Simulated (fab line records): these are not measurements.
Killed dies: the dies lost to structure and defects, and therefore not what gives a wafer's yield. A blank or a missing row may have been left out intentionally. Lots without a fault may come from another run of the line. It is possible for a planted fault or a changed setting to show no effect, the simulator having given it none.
Which tool was responsible? | flow gf180mcu | 12 lots (36 wafers sampled), 1 step of a 602-step route

WHAT THE GAUGES READ, wafer by wafer
GF_VT_IMPLANT_OVL_MEAS_40.
lot  | measured     | on         | VT_IMPLANT_03_OVL (nm)
L075 | day 7 18:48  | overlay-01 | -1.0 -0.9 -1.1
L077 | day 8 09:59  | overlay-01 | 0.1 -0.3 1.0
L079 | day 9 01:41  | overlay-01 | 0.3 0.3 0.5
L081 | day 9 13:26  | overlay-01 | -0.1 0.3 0.1
L083 | day 10 03:17 | overlay-02 | 0.5 0.7 1.3
L085 | day 10 13:16 | overlay-01 | 2.7 0.4 1.9
L087 | day 11 06:30 | overlay-01 | -1.1 -0.8 -0.5
L089 | day 11 20:09 | overlay-02 | 1.8 0.8 2.9
L091 | day 12 05:53 | overlay-02 | -1.2 -1.4 -1.5
L093 | day 12 19:03 | overlay-01 | -0.6 -2.1 -1.1
L095 | day 13 07:41 | overlay-02 | 3.2 0.4 2.2
L097 | day 13 22:28 | overlay-02 | 3.9 2.5 3.7

TOOL THAT RAN EACH LOT (tool first, then ch and the chambers of the sampled wafers, then the start)
The record shows no process step preceding these readings.

THE ANSWER, worked out from the rows above alone
Rule: what is usual is taken from the lots themselves. Put in order of their means at a reading, lots are off if they are a third of the lots or fewer, leave a main group of 4 or more, and stand apart from it by a gap of 3 or more times the standard deviation of the main group's means; of several such gaps the widest counts. A main group whose means are all the same, to the digits that the tables above print for the reading, isn't used. Also off: a lot with no number at a reading for which 4 or more lots have one. The other lots that the step has rows for count as sound.
Nothing can be told from this: no lot is off at any reading shown.

WHAT HAD BEEN PUT IN BY THE SIMULATOR
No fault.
